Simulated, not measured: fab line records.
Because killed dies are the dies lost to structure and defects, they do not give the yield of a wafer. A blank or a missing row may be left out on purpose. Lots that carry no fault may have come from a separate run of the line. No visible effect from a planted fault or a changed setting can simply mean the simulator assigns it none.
Problem report, 8D (eight disciplines) form, completed by code -- flow sky130 -- the parts of the form that need people (team, actions taken, sign-off) are left out

== 1. THE ISSUE ==
At SKY_METAL4_HMDS_06, prime_temp_c averages 116.18 C over 6 wafers from 2 lots, while fault-free wafers read 119.96 C, standard deviation 0.15. Relative to the usual mean, that is a shift of -25 standard deviations.
The step: prime time 60 s.
First observed at day 43 08:36: wafer L986.1, on litho_track-03. Wafers with a number at this step in the record: 36, from 12 lots. The rule behind "out" and "out of limits": a value lying over 4 standard deviations away from the usual mean. The other wafers with a number count as sound.

== 2. WHAT IT IS AND WHAT IT IS NOT ==
question,is,is not
which readings at this step,prime_temp_c,"exhaust_pa, resist_line_temp_C"
which lots,"L986, L988","L100, L101, L102, L980, L983, L993, L996, L997, L998, L999"
which wafers of those lots,all that have a number,-
read on which tools,litho_track-03,"litho_track-02, litho_track-04"
when,from day 43 08:36,"up to then (6 sound wafers); but 24 sound wafers of L100, L101, L102, L993, L996, L997, L998, L999 came after"

== 3. SUSPECTS, AND WHAT RULES EACH OUT ==
Counting: a tool at any process step up to the reading remains a suspect when it ran all the lots that are out and ran no sound lot after the first of those.
- litho_track-03 at SKY_METAL4_HMDS_06 (prime time 60 s): ruled out as a lasting fault. Sound lots L102 ran on it after its first lot that is out, L986 (day 43 08:36).
Left after counting: nothing in the record.

== 4. THE CAUSE (what the simulator had put in) ==
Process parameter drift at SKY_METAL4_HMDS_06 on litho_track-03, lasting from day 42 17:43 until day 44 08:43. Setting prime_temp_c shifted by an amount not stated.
Counting ruled it out, wrongly.

== 5. THE CHAIN OF EFFECTS, in route order ==
Each row: a reading whose mean over the struck wafers that have a number lies more than 3 standard deviations from the usual. Readings are gone through only where the record gives a usual standard deviation; hours: the median, over the lots, of the time from a lot's start at the first step in this table giving one to that lot's start at this step; sigmas: the change measured in usual standard deviations.
hours,step,reading,usual,on struck wafers,change,sigmas
0,SKY_METAL4_HMDS_06,prime_temp_c,119.96 C,116.18,-3.78,-25
Here are the process steps it includes:
- SKY_METAL4_HMDS_06: prime time 60 s.

== 6. HOW IT WOULD HAVE BEEN CAUGHT EARLIER ==
In this record no reading fell out of limits until day 43 08:36, 15 hours after the fault had begun at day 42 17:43.
